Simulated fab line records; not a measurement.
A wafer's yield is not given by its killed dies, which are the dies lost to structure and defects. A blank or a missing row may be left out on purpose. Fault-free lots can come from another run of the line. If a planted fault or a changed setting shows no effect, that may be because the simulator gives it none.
Tool commonality check    flow sky130    12 lots and 36 wafers in the sample

== WHY THIS WAS OPENED ==
At SKY_VT_ADJUST_HVTR_OVL_MEAS_08 the reading VT_ADJUST_HVTR_OVL is flagged on 3 of 12 lots. No-fault wafers: -0.2 nm, standard deviation 1.3.
Rule: a lot is flagged in two cases, either no wafer of it has a number, or all its wafers with numbers fall more than 4 standard deviations from that mean. All remaining lots are regarded as sound.

lot   measured      on          VT_ADJUST_HVTR_OVL (nm), wafer by wafer  flag
L127  day 9 16:06   overlay-02  -0.8 -0.1 -0.6                           
L129  day 9 22:19   overlay-01  1.1 1.1 0.4                              
L131  day 10 09:55  overlay-01  0.6 -0.5 1.6                             
L132  day 10 23:35  overlay-02  -2.7 -0.4 -1.0                           
L133  day 11 06:42  overlay-01  0.7 1.5 0.9                              
L135  day 11 21:01  overlay-01  -2.8 -2.6 -2.8                           
L137  day 12 17:02  overlay-02  -0.7 0.4 0.2                             
L138  day 12 17:38  overlay-02  -0.9 -1.1 -1.3                           
L140  day 13 11:39  overlay-02  -1.2 -0.7 0.3                            
L147  day 15 14:46  overlay-01  -190.8 -190.5 -192.2                     FLAGGED
L148  day 15 22:58  overlay-02  -193.7 -192.5 -191.4                     FLAGGED
L149  day 16 05:49  overlay-01  -193.4 -193.5 -195.2                     FLAGGED
Flagged lots average -192.6 nm: -192.4 nm relative to the usual, that is -99 or more standard deviations.

== TOOL THAT RAN EACH LOT ==
Before the reading, the record contains 3 process steps out of a 708-step route. In each cell: the tool, then ch and the chambers that the sampled wafers went through, then the start.
lot   flag     SKY_FIELD_ISO_CMP_27          SKY_NWELL_STRIP_25                    SKY_VT_ADJUST_HVTR_EXPOSE_04
L127           cmp-02 ch 1,2,3, day 2 09:48  plasma_asher-03 ch 0,1, day 5 10:38   iline_stepper-01 ch 0, day 9 05:24
L129           cmp-02 ch 0,3, day 2 19:15    plasma_asher-04 ch 0,1, day 5 16:25   iline_stepper-01 ch 0, day 9 11:16
L131           cmp-01 ch 0,2,3, day 3 05:14  plasma_asher-04 ch 0,1, day 6 02:49   iline_stepper-02 ch 0, day 9 22:49
L132           cmp-01 ch 1,3, day 3 10:51    plasma_asher-03 ch 0,1, day 6 13:55   iline_stepper-01 ch 0, day 10 12:00
L133           cmp-01 ch 0,1, day 3 17:35    plasma_asher-01 ch 0,1, day 6 19:22   iline_stepper-01 ch 0, day 10 19:07
L135           cmp-02 ch 0,1,2, day 4 02:40  plasma_asher-01 ch 0,1, day 7 06:10   iline_stepper-01 ch 0, day 11 09:23
L137           cmp-01 ch 1,2, day 4 13:53    plasma_asher-04 ch 1, day 8 00:05     iline_stepper-01 ch 0, day 12 05:17
L138           cmp-01 ch 0,2,3, day 4 19:34  plasma_asher-03 ch 0,1, day 8 00:55   iline_stepper-01 ch 0, day 12 05:53
L140           cmp-01 ch 0,1,3, day 5 05:02  plasma_asher-04 ch 0,1, day 8 14:16   iline_stepper-01 ch 0, day 12 22:40
L147  FLAGGED  cmp-01 ch 0,1,3, day 6 17:48  plasma_asher-01 ch 0,1, day 10 09:01  iline_stepper-01 ch 0, day 15 01:43
L148  FLAGGED  cmp-01 ch 2,3, day 6 21:21    plasma_asher-01 ch 0,1, day 10 15:16  iline_stepper-01 ch 0, day 15 09:20
L149  FLAGGED  cmp-01 ch 0,2, day 7 05:33    plasma_asher-03 ch 0,1, day 10 22:01  iline_stepper-01 ch 0, day 15 15:46
These steps, and what they do:
- SKY_FIELD_ISO_CMP_27: polishes, stops on Si3N4, t overpolish 16 s, target thk 457.8 nm.
- SKY_NWELL_STRIP_25: strips in O2/N2.
- SKY_VT_ADJUST_HVTR_EXPOSE_04: exposes mask HVTRM, target cd 380 nm.
- SKY_VT_ADJUST_HVTR_OVL_MEAS_08

== FLAGGED OVER TOTAL, TOOL BY TOOL (the gauges that took the reading come last) ==
step                            tool              lots run  flagged  share of the flagged lots  sound lots run after its first flagged lot
SKY_FIELD_ISO_CMP_27            cmp-01            9         3        all                        0
SKY_FIELD_ISO_CMP_27            cmp-02            3         0        none                       -
SKY_NWELL_STRIP_25              plasma_asher-01   4         2        some                       0
SKY_NWELL_STRIP_25              plasma_asher-03   4         1        some                       0
SKY_NWELL_STRIP_25              plasma_asher-04   4         0        none                       -
SKY_VT_ADJUST_HVTR_EXPOSE_04    iline_stepper-01  11        3        all                        0
SKY_VT_ADJUST_HVTR_EXPOSE_04    iline_stepper-02  1         0        none                       -
SKY_VT_ADJUST_HVTR_OVL_MEAS_08  overlay-01        6         2        some                       0
SKY_VT_ADJUST_HVTR_OVL_MEAS_08  overlay-02        6         1        some                       0

== WHAT IS ALLOWED BY THE TABLE ==
cmp-01 at SKY_FIELD_ISO_CMP_27 and iline_stepper-01 at SKY_VT_ADJUST_HVTR_EXPOSE_04 are the 2 rows of the table that ran each flagged lot.
- cmp-01 at SKY_FIELD_ISO_CMP_27 ran 9 lots, 3 of them flagged. Last sound lot L140 at day 5 05:02, first flagged lot L147 at day 6 17:48; a fault beginning in between fits.
- iline_stepper-01 at SKY_VT_ADJUST_HVTR_EXPOSE_04 ran 11 lots, 3 of them flagged. Last sound lot L140 at day 12 22:40, first flagged lot L147 at day 15 01:43; a fault beginning in between fits.
These 2 tools cannot be told apart by counting lots, since each of them fits a fault that started at some hour. More lots, or a look at what each step does to the wafer, might.

== WHAT THE SIMULATOR HAD INSERTED ==
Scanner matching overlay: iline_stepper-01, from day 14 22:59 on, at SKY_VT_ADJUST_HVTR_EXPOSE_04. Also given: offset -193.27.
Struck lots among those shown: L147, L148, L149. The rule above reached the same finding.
